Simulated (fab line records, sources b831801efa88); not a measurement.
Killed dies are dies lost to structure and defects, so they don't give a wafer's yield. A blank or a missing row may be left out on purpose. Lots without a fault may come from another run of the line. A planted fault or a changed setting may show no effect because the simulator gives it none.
Which tool did it? | flow gf180mcu | 11 lots, 33 wafers sampled, at 6 steps of a route of 602

WHAT THE GAUGES READ, wafer by wafer
GF_V4_OVL_MEAS_15. Usual: V4_OVL 2 nm, standard deviation 6.
lot  | measured     | on         | V4_OVL (nm) | flag
L964 | day 24 21:58 | overlay-02 | 4 3 -3      |
L968 | day 26 03:59 | overlay-01 | -5 -3 -8    |
L971 | day 27 06:29 | overlay-01 | 8 11 8      |
L975 | day 28 15:46 | overlay-02 | 5 4 4       |
L976 | day 28 16:53 | overlay-02 | -7 -8 -9    |
L978 | day 29 10:04 | overlay-01 | 0 8 8       |
L982 | day 30 13:31 | overlay-02 | -4 -8 -9    |
L983 | day 30 18:11 | overlay-02 | -2 2 2      |
L984 | day 30 21:31 | overlay-02 | -13 -12 -10 |
L985 | day 30 23:55 | overlay-02 | 12 9 10     |
L986 | day 31 09:53 | overlay-02 | 4 2 -4      |

GF_MIM_RS_MEAS_10: measures by four-point-probe. Usual: MIM_ALCU_RS 0.1603 ohm/sq, standard deviation 0.0016.
lot  | measured     | on            | MIM_ALCU_RS (ohm/sq) | flag
L964 | day 24 23:47 | film_metro-02 | 0.1609 0.1629 0.1645 |
L968 | day 26 05:50 | film_metro-04 | 0.1595 0.1580 0.1591 |
L971 | day 27 08:19 | film_metro-02 | 0.1676 0.1589 0.1601 |
L975 | day 28 17:35 | film_metro-02 | 0.1626 0.1574 0.1616 |
L976 | day 28 18:42 | film_metro-04 | 0.1631 0.1626 0.1623 |
L978 | day 29 11:54 | film_metro-04 | 0.1584 0.1582 0.1586 |
L982 | day 30 15:19 | film_metro-02 | 0.1590 0.1572 0.1599 |
L983 | day 30 20:02 | film_metro-03 | 0.1598 0.1597 0.1599 |
L984 | day 30 23:20 | film_metro-02 | 0.1598 0.1596 0.1598 |
L985 | day 31 01:44 | film_metro-03 | 0.1606 0.1598 0.1614 |
L986 | day 31 11:51 | film_metro-02 | 0.1616 0.1615 0.1609 |

GF_MIM_THK_MEAS_11: measures by xrf. Usual: MIM_ALCU_THK 202.3 nm, standard deviation 2.
lot  | measured     | on            | MIM_ALCU_THK (nm) | flag
L964 | day 24 23:54 | film_metro-02 | 203.6 199.6 197.1 |
L968 | day 26 05:58 | film_metro-04 | 203.6 205.3 203.1 |
L971 | day 27 08:25 | film_metro-02 | 194.3 204.2 202.8 |
L975 | day 28 17:42 | film_metro-02 | 200.5 204.9 200.1 |
L976 | day 28 18:49 | film_metro-04 | 198.4 199.1 199.1 |
L978 | day 29 12:01 | film_metro-04 | 204.4 204.5 203.6 |
L982 | day 30 15:26 | film_metro-02 | 203.8 206.8 203.8 |
L983 | day 30 20:09 | film_metro-03 | 202.6 202.3 203.2 |
L984 | day 30 23:27 | film_metro-02 | 203.6 203.7 203.5 |
L985 | day 31 01:52 | film_metro-03 | 201.1 204.2 200.8 |
L986 | day 31 11:58 | film_metro-02 | 200.8 201.7 203.4 |

WHICH TOOL RAN EACH LOT (tool, then ch and the chambers of the sampled wafers, then the start)
lot  | GF_M4_SPUTTER_00             | GF_V4_CVD_02                    | GF_MIM_SPUTTER_08
L964 | pvd_sputter-02, day 23 00:32 | pecvd-01 ch 0,2, day 23 23:46   | pvd_sputter-02, day 24 23:43
L968 | pvd_sputter-01, day 24 07:05 | pecvd-02 ch 1,2, day 25 06:18   | pvd_sputter-01, day 26 05:47
L971 | pvd_sputter-04, day 25 11:04 | pecvd-03 ch 0,1, day 26 09:22   | pvd_sputter-01, day 27 08:14
L975 | pvd_sputter-02, day 26 23:17 | pecvd-02 ch 0,1,2, day 27 20:14 | pvd_sputter-02, day 28 17:31
L976 | pvd_sputter-04, day 27 00:25 | pecvd-01 ch 0,2, day 27 21:07   | pvd_sputter-02, day 28 18:39
L978 | pvd_sputter-02, day 27 17:58 | pecvd-01 ch 0,1, day 28 14:14   | pvd_sputter-02, day 29 11:50
L982 | pvd_sputter-01, day 28 22:50 | pecvd-01 ch 1,2, day 29 18:53   | pvd_sputter-02, day 30 15:16
L983 | pvd_sputter-04, day 29 03:25 | pecvd-02 ch 1,2, day 29 23:23   | pvd_sputter-03, day 30 19:58
L984 | pvd_sputter-01, day 29 07:38 | pecvd-01 ch 0,2, day 30 03:19   | pvd_sputter-03, day 30 23:16
L985 | pvd_sputter-02, day 29 09:28 | pecvd-02 ch 0,1,2, day 30 05:30 | pvd_sputter-03, day 31 01:41
L986 | pvd_sputter-02, day 29 19:48 | pecvd-02 ch 0,2, day 30 15:25   | pvd_sputter-03, day 31 11:46
- GF_M4_SPUTTER_00: material Ti, target thk 37.5 nm, time 150 s.
- GF_V4_CVD_02: deposits SiO2 from TEOS, target thk 850 nm, time 94.851 s.
- GF_MIM_SPUTTER_08: material AlCu, target thk 200 nm, time 10.6 s.

WHAT THE TOOLS THEMSELVES READ (means of the sampled wafers that have a number; where no wafer has one, the mark that the record gives instead)
GF_M4_SPUTTER_00. Usual: cathode_dc_power_W 3999.9 W, standard deviation 0.8; throttle_valve_pct 30.2 %, standard deviation 1.3.
lot  | tool           | cathode_dc_power_W (W) | throttle_valve_pct (%) | flag
L964 | pvd_sputter-02 | 4000.5                 | 30.6                   |
L968 | pvd_sputter-01 | 3999.5                 | 29.1                   |
L971 | pvd_sputter-04 | 4000.1                 | 30.3                   |
L975 | pvd_sputter-02 | 3999.8                 | 30.6                   |
L976 | pvd_sputter-04 | 4000.3                 | 30.7                   |
L978 | pvd_sputter-02 | 4000.2                 | 30.5                   |
L982 | pvd_sputter-01 | 4000.5                 | 28.9                   |
L983 | pvd_sputter-04 | 3999.3                 | 30.5                   |
L984 | pvd_sputter-01 | 3999.4                 | 29.2                   |
L985 | pvd_sputter-02 | 3999.2                 | 29.8                   |
L986 | pvd_sputter-02 | 3999.3                 | 29.6                   |

GF_V4_CVD_02. Usual: heater_power_outer_w 375 W, standard deviation 58; heater_power_w 650 W, standard deviation 77.
lot  | tool     | heater_power_outer_w (W) | heater_power_w (W) | flag
L964 | pecvd-01 | 351                      | 632                |
L968 | pecvd-02 | 326                      | 578                |
L971 | pecvd-03 | 387                      | 703                |
L975 | pecvd-02 | 427                      | 680                |
L976 | pecvd-01 | 361                      | 660                |
L978 | pecvd-01 | 404                      | 689                |
L982 | pecvd-01 | 402                      | 718                |
L983 | pecvd-02 | 351                      | 597                |
L984 | pecvd-01 | 371                      | 652                |
L985 | pecvd-02 | 352                      | 590                |
L986 | pecvd-02 | 365                      | 600                |

GF_MIM_SPUTTER_08. Usual: cathode_dc_power_W 10600 W, standard deviation 1.8; throttle_valve_pct 29.8 %, standard deviation 1.3.
lot  | tool           | cathode_dc_power_W (W) | throttle_valve_pct (%) | flag
L964 | pvd_sputter-02 | 10600                  | 29.3                   |
L968 | pvd_sputter-01 | 10600                  | 29.2                   |
L971 | pvd_sputter-01 | 10417                  | 30.1                   | OFF
L975 | pvd_sputter-02 | 10600                  | 29.8                   |
L976 | pvd_sputter-02 | 10600                  | 29.6                   |
L978 | pvd_sputter-02 | 10600                  | 28.4                   |
L982 | pvd_sputter-02 | 10598                  | 29.5                   |
L983 | pvd_sputter-03 | 10601                  | 29.8                   |
L984 | pvd_sputter-03 | 10598                  | 30.1                   |
L985 | pvd_sputter-03 | 10600                  | 29.8                   |
L986 | pvd_sputter-03 | 10601                  | 29.6                   |

THE ANSWER, worked out from the rows above alone
Rule: a lot is off if the mean of its wafers that have a number lies more than 3 standard deviations from the usual mean. A lot without any number at a reading at which 4 lots or more have one is off too. The other lots that the step has rows for count as sound. The gauges are gone through in route order, then the tools' own readings, and for those a lot's mean is taken as printed above. The first step at which some lot is off is used, and at that step the reading that is off furthest; a lot without a number counts as furthest.
Off: L971, at GF_MIM_SPUTTER_08 (cathode_dc_power_W).
A tool fits if, at that step or a process step before it, it ran every lot that is off, and no sound lot after the first of them. Can't be told from this: 2 tools fit, pecvd-03 at GF_V4_CVD_02, pvd_sputter-01 at GF_MIM_SPUTTER_08.

WHAT THE SIMULATOR HAD PUT IN
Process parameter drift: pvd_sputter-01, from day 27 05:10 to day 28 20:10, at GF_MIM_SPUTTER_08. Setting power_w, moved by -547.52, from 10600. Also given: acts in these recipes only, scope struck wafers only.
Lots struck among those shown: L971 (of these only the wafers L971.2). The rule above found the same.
